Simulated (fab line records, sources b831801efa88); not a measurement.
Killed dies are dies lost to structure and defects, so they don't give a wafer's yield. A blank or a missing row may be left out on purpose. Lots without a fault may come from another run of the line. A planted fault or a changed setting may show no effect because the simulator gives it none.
One fault seen from 2 desks | flow gf180mcu | each desk has only its own numbers; what lay behind them comes last

THE METROLOGY DESK
What the gauges read, lot by lot, whatever tool the lot ran on: means of the sampled wafers that have a number. A lot is out of limits, marked OUT, if its mean lies more than 4 standard deviations from the usual mean; the brackets give that distance.
Columns: A = cd_nm at GF_STI_CD_MEAS_12, usual 219.4 nm; B = DNWELL_TW at GF_DNWELL_TW_MEAS_09, usual 1354; C = VT_IMPLANT_OVL at GF_VT_IMPLANT_OVL_MEAS_07, usual -0.3 nm
lot  | first seen here | A     | B               | C
L421 | day 2 00:35     | 220.0 | 1355            | 0.9
L422 | day 2 07:10     | 220.1 | 1381            | -0.8
L423 | day 2 12:01     | 220.1 | 1335            | 0.1
L424 | day 2 17:23     | 218.0 | 1336            | -1.4
L425 | day 2 21:45     | 219.8 | 1344            | 0.4
L426 | day 3 02:58     | 220.9 | 1372            | 1.2
L427 | day 3 09:29     | 219.6 | 1367            | -1.3
L431 | day 4 04:05     | 219.8 | 1337            | -2.3
L433 | day 4 15:19     | 218.9 | 1342            | 1.7
L434 | day 4 22:04     | 217.9 | 1421 (+4.2) OUT | 0.9
L435 | day 5 01:17     | 219.4 | 1338            | 0.1
L438 | day 5 17:20     | 221.0 | 1387            | 0.0
L444 | day 6 23:27     | 220.8 | 1342            | -1.6
This desk's finding: out of limits on L434; first on L434, day 5 16:34 (DNWELL_TW at GF_DNWELL_TW_MEAS_09). In limits: L421, L422, L423, L424, L425, L426, L427, L431, L433, L435, L438, L444.

THE TOOL OWNER'S DESK: implanter-02
The tool's own readings at GF_DNWELL_IMPLANT_07: means of the sampled wafers that have a number, for each lot that ran on this tool. A lot is out of limits, marked OUT, if its mean lies more than 4 standard deviations from the usual mean; the brackets give that distance.
Columns: A = beam_on_s at GF_DNWELL_IMPLANT_07, usual 9.98 s; B = end_station_pressure_torr at GF_DNWELL_IMPLANT_07, usual 5.08e-06 Torr; C = faraday_current_uA at GF_DNWELL_IMPLANT_07, usual 56.5
lot  | first seen here | A                | B                          | C
L424 | day 3 10:13     | 10.08            | 4.77e-06                   | 55.9
L425 | day 3 15:34     | 9.91             | 5.16e-06                   | 56.9
L427 | day 4 03:58     | 10.08            | 5.08e-06                   | 55.9
L431 | day 4 23:55     | 9.94             | 5.24e-06                   | 56.9
L434 | day 5 16:19     | 11.04 (+5.3) OUT | 6.89e-05 (+99 or more) OUT | 49.5 (-6.4) OUT
L438 | day 6 13:02     | 11.21 (+6.2) OUT | 7.09e-05 (+99 or more) OUT | 48.8 (-7.0) OUT
This desk's finding: out of limits on L434, L438; first on L434, day 5 16:19 (beam_on_s at GF_DNWELL_IMPLANT_07). In limits: L424, L425, L427, L431.

PUT TOGETHER
The tool owner's desk could have raised an alarm at day 5 16:19, on L434, L438.
The metrology desk could have raised an alarm at day 5 16:34, on L434.
The metrology desk has L438 on record, within its limits.
Of the lots named, all ran GF_DNWELL_IMPLANT_07 on implanter-02.

WHAT THE SIMULATOR HAD PUT IN
Process parameter drift: implanter-02, from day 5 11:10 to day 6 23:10, at GF_DNWELL_IMPLANT_07. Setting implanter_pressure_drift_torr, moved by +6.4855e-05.
Process parameter drift: implanter-02, from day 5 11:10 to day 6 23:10, at GF_DNWELL_IMPLANT_07. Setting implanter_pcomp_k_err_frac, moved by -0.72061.
Lots struck among those shown: L434, L438.
Hours from the fault's start to each desk's first reading out of limits: the tool owner's desk, 5; the metrology desk, 5.
